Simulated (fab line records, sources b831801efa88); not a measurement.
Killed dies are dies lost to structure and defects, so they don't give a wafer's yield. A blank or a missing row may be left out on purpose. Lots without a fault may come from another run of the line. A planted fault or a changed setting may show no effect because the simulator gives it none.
Problem report in the 8D (eight disciplines) form, filled by code | flow sky130 | the parts of the form that need people (team, actions taken, sign-off) are left out

1. THE PROBLEM
bias_w at SKY_METAL5_METAL_ETCH_15 reads a mean of 65.12 W on 6 wafers of 2 lots; wafers without a fault read 48.50 W with a standard deviation of 0.15. That is +99 or more standard deviations from the usual mean.
The step: etches the open film in Cl2/BCl3, stops on SiO2, target depth 1260 nm, time 252 s.
First seen on wafer L137.1, day 46 15:43, on rie_metal-03. The record holds 30 wafers of 10 lots with a number at this step. Rule for "out", or "out of limits": more than 4 standard deviations from the usual mean. The other wafers with a number count as sound.

2. WHAT IT IS AND WHAT IT IS NOT
question                    | is                     | is not
which readings at this step | bias_w                 | drypump_motor_current_A, throttle_valve_pct
which lots                  | L137, L138             | L127, L128, L131, L135, L136, L143, L144, L150
which wafers of those lots  | all that have a number | -
read on which tools         | rie_metal-03           | rie_metal-01, rie_metal-04
when                        | from day 46 15:43      | up to then (15 sound wafers); but 9 sound wafers of L143, L144, L150 came after

3. SUSPECTS, AND WHAT RULES EACH OUT
Counting: a tool at a process step up to the reading stays a suspect if it ran every lot that is out and no sound lot after the first of them.
- rie_metal-02 at SKY_METAL4_METAL_ETCH_18 (etches the open film in Cl2/BCl3, stops on SiO2, target depth 845 nm, time 183.1 s): kept. It ran every lot that is out, first L137 (day 44 18:52), and no sound lot after that; its last sound lot up to then is L136 (day 44 15:24).
- rie_metal-03 at SKY_METAL5_METAL_ETCH_15 (etches the open film in Cl2/BCl3, stops on SiO2, target depth 1260 nm, time 252 s): kept. It ran every lot that is out, first L137 (day 46 15:43), and no sound lot after that; its last sound lot up to then is L135 (day 46 06:56). Its own readings are out on those wafers: bias_w.
Left after counting: rie_metal-02 at SKY_METAL4_METAL_ETCH_18, rie_metal-03 at SKY_METAL5_METAL_ETCH_15.

4. THE CAUSE (what the simulator had put in)
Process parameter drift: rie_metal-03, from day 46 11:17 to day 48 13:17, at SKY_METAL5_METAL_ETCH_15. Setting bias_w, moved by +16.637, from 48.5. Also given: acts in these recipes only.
Counting left 2 suspects, and this tool is among them.

5. THE CHAIN OF EFFECTS, in route order
Each row: a reading whose mean over the struck wafers that have a number lies more than 3 standard deviations from the usual. Only readings for which the record gives a usual standard deviation are gone through. hours: the time from each lot's start at the first step in this table that gives one to its start at this step, as a median over the lots. sigmas: the change in usual standard deviations.
hours | step                     | reading                  | usual   | on struck wafers | change | sigmas
0     | SKY_METAL5_METAL_ETCH_15 | bias_w                   | 48.50 W | 65.12            | +16.62 | +99 or more
0     | SKY_METAL5_STRIP_16      | strip_time_to_endpoint_s | 13.14 s | 12.31            | -0.83  | -3.5
The process steps in it:
- SKY_METAL5_METAL_ETCH_15: etches the open film in Cl2/BCl3, stops on SiO2, target depth 1260 nm, time 252 s.
- SKY_METAL5_STRIP_16: strips in O2/N2.

6. WHAT WOULD HAVE CAUGHT IT SOONER
In this record the first reading out of limits was taken at day 46 15:43, 4 hours after the fault began at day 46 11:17.
